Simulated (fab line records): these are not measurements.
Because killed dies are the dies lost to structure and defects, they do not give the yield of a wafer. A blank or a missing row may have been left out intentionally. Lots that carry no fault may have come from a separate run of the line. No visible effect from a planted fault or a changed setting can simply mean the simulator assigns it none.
A lot that was struck, set against a sound lot | flow gf180mcu | 14 out of 602 route steps
Sound: wafers L695.2, L695.3, L695.4. Wafers L691.2, L691.4, L691.5 were the ones struck. Last of all comes the cause.
For every step that has rows: the tool of each side, followed by ch and its chambers, followed by its first start. Under that, the readings that differ: sound wafers | struck wafers | difference of the means | sigmas: that difference in standard deviations of wafers without a fault.
alike: readings whose means differ by less than 2 such deviations, and words and numbers that are the same on both sides. not compared: withheld readings, readings that some wafer has no value for, bounds like >300 that may hide the same value, and numbers for which the record gives no deviation and whose values overlap.
Wherever a step has rows on one side only, a row that says differs or no value, or a row with sigmas, the two part there. Numbers that don't overlap but have no deviation are shown without sigmas and don't part them. A reading that every wafer of one side lacks parts them only if that side has two wafers or more.

GF_VT_IMPLANT_RS_MEAS_47: a four-point-probe measurement.
  sound: filmMetro-01 at day 9 05:07; struck: filmMetro-02 at day 8 01:11
  alike: NWELL_RS
GF_VT_IMPLANT_RS_MEAS_48: a four-point-probe measurement.
  sound: filmMetro-01 at day 9 05:14; struck: filmMetro-02 at day 8 01:19
  alike: LVPWELL_RS
GF_VT_IMPLANT_RS_MEAS_49: a four-point-probe measurement.
  sound: filmMetro-01 at day 9 05:21; struck: filmMetro-02 at day 8 01:26
reading           | sound                | struck               | difference | sigmas
MVPSD_RS (ohm/sq) | 1167.6 1165.5 1162.6 | 1172.1 1174.4 1169.5 | +6.8       | +3
then, 4 steps without rows for these wafers: GF_VT_IMPLANT_WET_ETCH_50 (etches SiO2 in dHF, target depth 20 nm, time 400 s); GF_DUAL_GATE_CLEAN_00 (cleans in SC1/SC2, time 150 s); GF_DUAL_GATE_CLEAN_01 (cleans in dHF, time 20 s); GF_DUAL_GATE_OXIDATION_02 (stabilise 600 s, purge 300 s, target thk 10.887 nm).
GF_DUAL_GATE_THK_MEAS_03:
  sound: filmMetro-02 at day 9 07:05; struck: filmMetro-02 at day 8 03:22
  alike: DUAL_GATE_OXIDATION_00_THK
then, 4 steps without rows for these wafers: GF_DUAL_GATE_DEHYDRATE_04 (time 60 s); GF_DUAL_GATE_HMDS_05 (prime time 60 s); GF_DUAL_GATE_COAT_06 (resist thk 1000 nm); GF_DUAL_GATE_SOFTBAKE_07 (time 60 s).
GF_DUAL_GATE_EXPOSE_08: exposes mask Dualgate, target cd 700 nm.
  struck on ilineStepper-02, day 8 11:21; sound on ilineStepper-02 ch 0, day 9 15:29
  no value came back on the struck wafers for exposureDoseMJCm2, focusOffsetNm (nm); on the sound wafers exposureDoseMJCm2 reads 139.78 139.69 139.88
  alike: mask
following that, these wafers have no rows for 1 step: GF_DUAL_GATE_PEB_09.

== WHERE THEY PART ==
Last at GF_DUAL_GATE_EXPOSE_08 as far as this record goes, first at GF_VT_IMPLANT_RS_MEAS_49.

WHY: what the simulator had put in
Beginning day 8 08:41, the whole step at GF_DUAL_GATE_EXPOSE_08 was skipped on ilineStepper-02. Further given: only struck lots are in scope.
